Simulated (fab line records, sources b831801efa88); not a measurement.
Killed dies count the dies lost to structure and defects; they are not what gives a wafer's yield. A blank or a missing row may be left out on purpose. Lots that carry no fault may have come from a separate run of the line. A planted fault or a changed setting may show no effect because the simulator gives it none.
Matching of chambers    flow sky130    cmp-02 running SKY_VIA4_CMP_02: 4 sister chambers
The step polishes SiO2. 4 wafers are shown with their chamber, then 12 later ones without.

WAFERS, EACH WITH ITS CHAMBER
wafer   chamber  motor-current-A (A)
L087.1  0        13.7
L087.3  1        12.9
L088.2  2        10.7
L088.5  3        11.2

WAFERS MISSING THEIR CHAMBER
wafer   motor-current-A (A)
L090.1  12.5
L090.3  13.5
L090.6  10.4
L091.1  11.0
L091.2  12.6
L091.4  13.0
L093.2  11.3
L093.4  11.3
L093.5  13.0
L094.4  11.9
L094.5  14.0
L094.6  13.5

EACH ONE'S CHAMBER
wafer   from the rows above           in truth
L090.1  1                             1
L090.3  can't be placed: 0 or 1       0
L090.6  can't be placed: 2 or 3       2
L091.1  can't be placed: 3 or 2       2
L091.2  1                             1
L091.4  can't be placed: 1 or 0       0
L093.2  can't be placed: 3 or 2       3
L093.4  can't be placed: 3 or 2       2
L093.5  can't be placed: 1 or 0       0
L094.4  can't be placed: 3 or 1 or 2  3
L094.5  0                             0
L094.6  can't be placed: 0 or 1       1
Correctly placed: 3 of 12. Not placeable from these rows: 9 (in 9, the candidates include the true chamber). 0 placed wrongly.
How it was worked out, from the rows above alone: a wafer's distance from a chamber is the root of the sum, over the readings, of the square of ((its reading less the chamber's mean) divided by the reading's scatter). The wafer belongs to the nearest chamber; if the next one is less than 2 further off, it can't be placed. A chamber's mean is the mean of its shown wafers. The scatter: root of mean squared gap, hidden wafer to nearest shown wafer, with one shown wafer a chamber.
